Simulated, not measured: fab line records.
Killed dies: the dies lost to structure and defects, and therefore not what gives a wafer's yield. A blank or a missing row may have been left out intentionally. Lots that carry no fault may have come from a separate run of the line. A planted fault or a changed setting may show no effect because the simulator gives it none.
Comparing a struck lot with a sound one :: flow sky130 :: 16 steps out of a route of 708
Sound: wafers L305.2, L305.4, L305.6. Struck: wafer L318.2 (left out: L318.4, L318.6 of the same lot, which were not struck); the cause appears at the end.
Each step with rows lists, per side, the tool, then ch with its chambers, then its first start. Under that, the readings that differ: sound wafers :: struck wafers :: difference of the means :: sigmas: that difference in standard deviations of wafers without a fault.
alike: readings with means less than 2 such deviations apart, plus words and numbers identical on both sides. not compared: withheld readings, readings lacking a value on some wafer, bounds such as >300 that could conceal the same value, and numbers that have no deviation in the record and whose values overlap.
Wherever a step has rows on one side only, a row that says differs or no value, or a row with sigmas, the two part there. When numbers do not overlap yet have no deviation, they are printed without sigmas and do not part them. A reading missing from all wafers of one side parts the sides only when that side holds two or more wafers.

first, 7 steps without rows for these wafers: SKY_METAL3_HMDS_06 (prime time 60 s); SKY_METAL3_COAT_07 (resist thk 60 nm); SKY_METAL3_COAT_08 (resist thk 1140 nm); SKY_METAL3_SOFTBAKE_09 (time 90 s); SKY_METAL3_EXPOSE_10 (exposes mask MM3, target cd 300 nm); SKY_METAL3_PEB_11; SKY_METAL3_DEVELOP_12 (develop time 60 s).
SKY_METAL3_CD_MEAS_13: target cd 300 nm.
  sound: cd sem-01 at day 38 17:55; struck: cd sem-01 at day 42 17:01
  alike: cd nm
SKY_METAL3_OVL_MEAS_14:
  sound: overlay-01 at day 38 18:02; struck: overlay-02 at day 42 17:08
  alike: METAL3_OVL
SKY_METAL3_DESCUM_15: chemistry O2, time 8 s.
  sound on rie metal-03 ch 0,1, day 38 18:04; struck on rie metal-03 ch 1, day 42 17:10
  alike: drypump motor current A, oes product au
  not compared: rf hours counter h
SKY_METAL3_ETCH_16: etches BARC in N2/H2, stops on SiO2, time 88.2 s, target depth 60 nm.
  sound on rie metal-03 ch 0,1, day 38 18:05; struck on rie metal-03 ch 1, day 42 17:11
reading: n2 flow sccm (sccm)
sound: 99.7 99.8 99.8
struck: 100.7
difference: +0.9
sigmas: +3
  alike: bias w, drypump motor current A, oes product au, throttle valve pct
  not compared: rf hours counter h
SKY_METAL3_ETCH_17: etches SiO2 in C4F8/O2/Ar, stops on TiN, time 3.9 s, target depth 15 nm.
  sound on rie diel-04 ch 0,3, day 38 18:11; struck on rie diel-04 ch 2, day 42 17:17
  alike: bias w, oes product au
  not compared: rf hours counter h
SKY_METAL3_METAL_ETCH_18: etches the open film in Cl2/BCl3, stops on SiO2, target depth 845 nm, time 183.1 s.
  sound on rie metal-04 ch 0,1, day 38 18:13; struck on rie metal-04 ch 1, day 42 17:19
reading: model.KrF-thick_of_METAL3_COAT_08.thk nm (nm)
sound: 521.7 518.9 518.4
struck: 609.1
difference: +89.4
sigmas: 

reading: model.SiO2_of_VIA2_HDPCVD_00.thk nm (nm)
sound: 463.9 465.1 464.7
struck: 471.4
difference: +6.8
sigmas: 
  alike: bias w, drypump motor current A, oes product au, throttle valve pct
  not compared: rf hours counter h
SKY_METAL3_STRIP_19: strips in O2/N2.
  sound on plasma asher-04 ch 0,1, day 38 18:23; struck on plasma asher-03 ch 1, day 42 17:29
reading: oes product au (a.u.)
sound: 0.494 0.504 0.501
struck: 0.539
difference: +0.039
sigmas: +8

reading: strip time to endpoint s (s)
sound: 6.48 6.44 6.44
struck: 7.33
difference: +0.88
sigmas: +12
  alike: drypump motor current A, n2 flow sccm
  not compared: rf hours counter h
then, 1 step without rows for these wafers: SKY_METAL3_STRIP_20 (strips in post etch residue remover, time 1200 s).
-- the record jumps here: 6 days lie between the struck wafers' starts before and after (it left off in module METAL3 and takes up again in module PAD_OPEN, whose first step shown is number 708 of the route) --
SKY_PAD_OPEN_PROBE_99:
  sound: prober-02 at day 45 22:28; struck: prober-01 at day 49 05:25
reading: defect limited yield (%)
sound: 80.7 78.5 79.1
struck: 83.5
difference: +4.1
sigmas: +2

reading: killed_at_M0_to_M3
sound: 48 54 52
struck: 33
difference: -18
sigmas: -3

reading: killed dies
sound: 95 106 103
struck: 81
difference: -20
sigmas: -2

reading: killed short
sound: 47 48 37
struck: 31
difference: -13
sigmas: -2

reading: sort_bin_6_memory (%)
sound: 7.1 8.1 8.1
struck: 5.1
difference: -2.7
sigmas: -2

reading: sort n pass
sound: 397 386 389
struck: 411
difference: +20
sigmas: +2

reading: sort yield pct (%)
sound: 80.7 78.5 79.1
struck: 83.5
difference: +4.1
sigmas: +2
  alike: killed_at_M4_up, killed at contacts, killed at front end, killed at other, killed open, sort_bin_3_pad_short, sort_bin_5_function

WHERE THEY PART
Earliest at SKY_METAL3_ETCH_16; latest, in this record, at SKY_PAD_OPEN_PROBE_99.

WHY: whatever the simulator had introduced
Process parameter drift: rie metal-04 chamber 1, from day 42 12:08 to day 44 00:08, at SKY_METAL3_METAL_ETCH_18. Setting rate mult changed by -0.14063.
